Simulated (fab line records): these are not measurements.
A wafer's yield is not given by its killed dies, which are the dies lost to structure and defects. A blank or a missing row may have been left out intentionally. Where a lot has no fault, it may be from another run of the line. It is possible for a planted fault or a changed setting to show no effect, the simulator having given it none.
One fault through the eyes of 2 desks + flow sfq_line + what lay behind the numbers comes last; until then each desk has only its own

== AT THE TOOL OWNER'S DESK: litho_track-02 ==
The tool's own readings at SFQ_TRILAYER_M7_LITHO_COAT_177 (resist thk 600 nm): means of the sampled wafers that have a number, for each lot that ran on this tool. Marked OUT: a lot whose mean sits more than 4 standard deviations from the usual mean, which makes it out of limits; the brackets give that distance.
Columns: A = resist_line_temp_C at SFQ_TRILAYER_M7_LITHO_COAT_177, usual 22.98 C; B = spin_speed_rpm at SFQ_TRILAYER_M7_LITHO_COAT_177, usual 3000.2 rpm
| lot  | first seen here | A     | B                        |
|------|-----------------|-------|--------------------------|
| L243 | day 67 01:11    | 22.93 | 2593.3 (-99 or more) OUT |
| L244 | day 67 09:29    | 23.05 | 2593.6 (-99 or more) OUT |
| L245 | day 67 12:38    | 22.97 | 2593.2 (-99 or more) OUT |
| L253 | day 69 18:05    | 23.02 | 2999.8                   |
This desk finds L243, L244, L245 out of limits, L243 being first, at day 67 01:11 (spin_speed_rpm at SFQ_TRILAYER_M7_LITHO_COAT_177). L253: within limits.

== FROM THE METROLOGY DESK ==
What the gauges read for every lot (on any tool): the sampled wafers with a number, averaged. Marked OUT: a lot whose mean sits more than 4 standard deviations from the usual mean, which makes it out of limits; the brackets give that distance.
Columns: A = I6_OVL at SFQ_I6_OVL_MEAS_942, usual -3 nm; B = M7_NB_RS at SFQ_M7_RS_MEAS_943, usual 0.889 ohm/sq; C = M7_OVL at SFQ_M7_OVL_MEAS_945, usual 3 nm
| lot  | first seen here | A   | B     | C  |
|------|-----------------|-----|-------|----|
| L233 | day 63 16:20    | -8  | 0.895 | 5  |
| L243 | day 66 23:32    | -10 | 0.895 | 4  |
| L244 | day 67 07:56    | -1  | 0.886 | -4 |
| L245 | day 67 11:05    | -2  | 0.889 | 1  |
| L249 | day 68 14:03    | 9   | 0.893 | 3  |
| L251 | day 69 06:52    | 1   | 0.886 | 9  |
| L253 | day 69 16:28    | 7   | 0.890 | 5  |
Finding of this desk: none of the 7 lots has anything out of limits.

== TAKEN TOGETHER ==
An alarm could have come from the tool owner's desk at day 67 01:11, on L243, L244, L245.
At the metrology desk, nothing out of limits was observed.
The metrology desk holds a record of L243, L244, L245, inside its limits.
On litho_track-02, each named lot ran SFQ_TRILAYER_M7_LITHO_COAT_177.

== WHAT HAD BEEN PUT IN BY THE SIMULATOR ==
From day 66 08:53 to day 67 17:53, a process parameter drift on litho_track-02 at SFQ_TRILAYER_M7_LITHO_COAT_177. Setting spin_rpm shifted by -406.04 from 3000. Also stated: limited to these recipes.
Lots struck among those shown: L243, L244, L245.
How many hours passed from the start of the fault until each desk's first out-of-limits reading: the tool owner's desk, 16.
